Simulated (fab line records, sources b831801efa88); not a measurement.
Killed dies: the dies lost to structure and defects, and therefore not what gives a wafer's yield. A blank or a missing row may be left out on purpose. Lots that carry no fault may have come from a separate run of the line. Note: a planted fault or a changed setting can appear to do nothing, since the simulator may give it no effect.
Which tool did it? | flow gf180mcu | 18 wafers from 6 lots sampled at 4 of the route's 602 steps

WHAT EACH GAUGE READ, for each wafer
GF_V3_RS_MEAS_24: a four-point-probe measurement.
lot  | measured     | on           | V3_W_RS (ohm/sq)
L615 | day 23 18:50 | filmMetro-04 | 0.324 0.331 0.322
L617 | day 24 13:09 | filmMetro-03 | 0.328 0.320 0.320
L619 | day 25 00:12 | filmMetro-03 | 0.327 0.327 0.325
L624 | day 26 18:53 | filmMetro-04 | 0.469 0.462 0.470
L629 | day 28 05:21 | filmMetro-02 | 0.325 0.328 0.322
L633 | day 29 05:23 | filmMetro-02 | 0.328 0.329 0.336

WHICH TOOL RAN EACH LOT (tool, then ch and the chambers of the sampled wafers, then the start)
lot  | GF_V2_ETCH_17                                | GF_V3_SPUTTER_22            | GF_V3_CVD_23
L615 | rieDiel-01 ch 0,2,3, day 22 17:01 or earlier | pvdSputter-01, day 23 18:39 | cvdW-02 ch 0,1, day 23 18:43
L617 | rieDiel-03 ch 0,1,3, day 23 12:35 or earlier | pvdSputter-04, day 24 12:59 | cvdW-02 ch 0,1, day 24 13:02
L619 | rieDiel-04 ch 1,3, day 24 00:53 or earlier   | pvdSputter-01, day 25 00:03 | cvdW-02 ch 0,1, day 25 00:05
L624 | rieDiel-03 ch 1,2,3, day 25 19:31 or earlier | pvdSputter-01, day 26 18:44 | cvdW-02 ch 0,1, day 26 18:47
L629 | rieDiel-04 ch 1,2, day 27 07:30 or earlier   | pvdSputter-04, day 28 05:11 | cvdW-01 ch 0,1, day 28 05:13
L633 | rieDiel-03 ch 0,2,3, day 28 08:18 or earlier | pvdSputter-01, day 29 05:12 | cvdW-01 ch 0,1, day 29 05:16
- GF_V2_ETCH_17: etches SiO2 in C4F8/O2/Ar, stops on TiN, target depth 630 nm.
- GF_V3_SPUTTER_22: material TiN, target thk 10 nm, time 40 s.
- GF_V3_CVD_23: deposits W, target thk 350 nm, time 104.9 s.

THE ANSWER, worked out from the rows above alone
Rule: what is usual is taken from the lots themselves. The widest of any qualifying gaps counts: lots, ordered by their means at a reading, are off when they make up no more than a third of the lots, leave a main group of 4 or more, and stand apart from it by 3 or more times the standard deviation of that group's means. Not used: any main group whose means are identical at the precision the tables above print for the reading. Also off: a lot with no number at a reading for which 4 or more lots have one. Where the step has rows for the other lots, those lots are counted as sound.
Off: at GF_V3_RS_MEAS_24 (V3_W_RS), L624. The main group has a mean of 0.326 ohm/sq with a standard deviation of 0.0027.
If a tool, at a process step before that reading, ran all the lots that are off and no sound lot after the first of them, it fits. Those tools and the gauges at GF_V3_RS_MEAS_24 are tried in the same way. GF_V2_ETCH_17: start missing for some lots; hours and lot order therefore follow GF_M3_CD_MEAS_14. Can't be told from this: 2 tools fit, cvdW-02 at GF_V3_CVD_23, filmMetro-04 at GF_V3_RS_MEAS_24.

WHAT THE SIMULATOR PUT IN
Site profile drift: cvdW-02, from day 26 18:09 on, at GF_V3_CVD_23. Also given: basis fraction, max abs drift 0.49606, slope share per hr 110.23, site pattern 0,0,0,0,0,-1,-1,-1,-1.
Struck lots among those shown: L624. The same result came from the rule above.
